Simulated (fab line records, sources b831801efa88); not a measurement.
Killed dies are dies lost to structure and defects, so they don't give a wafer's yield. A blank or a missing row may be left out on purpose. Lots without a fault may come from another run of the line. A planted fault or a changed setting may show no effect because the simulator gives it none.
Problem report in the 8D (eight disciplines) form, filled by code | flow sky130 | the parts of the form that need people (team, actions taken, sign-off) are left out

1. THE PROBLEM
strip_time_to_endpoint_s at SKY_METAL4_STRIP_19 reads a mean of 7.78 s on 3 wafers of 1 lot; wafers without a fault read 6.58 s with a standard deviation of 0.057. That is +21 standard deviations from the usual mean.
The step: strips in O2/N2.
First seen on wafer L578.2, day 42 11:27, on plasma_asher-02. The record holds 33 wafers of 11 lots with a number at this step. Rule for "out", or "out of limits": more than 4 standard deviations from the usual mean. The other wafers with a number count as sound.

2. WHAT IT IS AND WHAT IT IS NOT
question                    | is                                       | is not
which readings at this step | strip_time_to_endpoint_s, oes_product_au | chamber_pressure_mTorr
which lots                  | L578                                     | L575, L576, L577, L588, L590, L591, L592, L596, L597, L598
which wafers of those lots  | all that have a number                   | -
read on which tools         | plasma_asher-02                          | plasma_asher-01, plasma_asher-04
when                        | from day 42 11:27                        | up to then (9 sound wafers); but 21 sound wafers of L588, L590, L591, L592, L596, L597, L598 came after

3. SUSPECTS, AND WHAT RULES EACH OUT
Counting: a tool at a process step up to the reading stays a suspect if it ran every lot that is out and no sound lot after the first of them.
- pvd_sputter-01 at SKY_METAL4_SPUTTER_04 (material TiN, target thk 70 nm, time 58.3 s): ruled out as a lasting fault. Sound lots L591 ran on it after its first lot that is out, L578 (day 40 11:43).
- pvd_sputter-04 at SKY_CAP2M_SPUTTER_02 (material TiN, target thk 200 nm, time 166.7 s): ruled out as a lasting fault. Sound lots L597 ran on it after its first lot that is out, L578 (day 40 11:51).
- litho_track-02 at SKY_METAL4_COAT_08 (resist thk 1140 nm): ruled out as a lasting fault. Sound lots L590, L591 ran on it after its first lot that is out, L578 (day 41 23:00).
- plasma_asher-02 at SKY_METAL4_STRIP_19 (strips in O2/N2): ruled out as a lasting fault. Sound lots L598 ran on it after its first lot that is out, L578 (day 42 11:27).
Left after counting: nothing in the record.

4. THE CAUSE (what the simulator had put in)
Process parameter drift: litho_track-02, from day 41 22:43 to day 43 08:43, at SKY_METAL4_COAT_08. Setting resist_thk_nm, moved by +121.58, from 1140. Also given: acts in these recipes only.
Counting ruled it out, wrongly: the rule takes a fault to strike every lot that its tool runs from its start on, and this one did not.

5. THE CHAIN OF EFFECTS, in route order
Each row: a reading whose mean over the struck wafers that have a number lies more than 3 standard deviations from the usual. Only readings for which the record gives a usual standard deviation are gone through. hours: the time from each lot's start at the first step in this table that gives one to its start at this step, as a median over the lots. sigmas: the change in usual standard deviations.
hours | step                  | reading                  | usual      | on struck wafers | change | sigmas
0     | SKY_METAL4_CD_MEAS_13 | cd_nm                    | 299.9 nm   | 304.7            | +4.8   | +3.2
0     | SKY_METAL4_STRIP_19   | oes_product_au           | 0.503 a.u. | 0.552            | +0.049 | +9.4
0     | SKY_METAL4_STRIP_19   | strip_time_to_endpoint_s | 6.58 s     | 7.78             | +1.20  | +21
The process steps in it:
- SKY_METAL4_STRIP_19: strips in O2/N2.

6. WHAT WOULD HAVE CAUGHT IT SOONER
In this record the first reading out of limits was taken at day 42 11:27, 13 hours after the fault began at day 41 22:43.
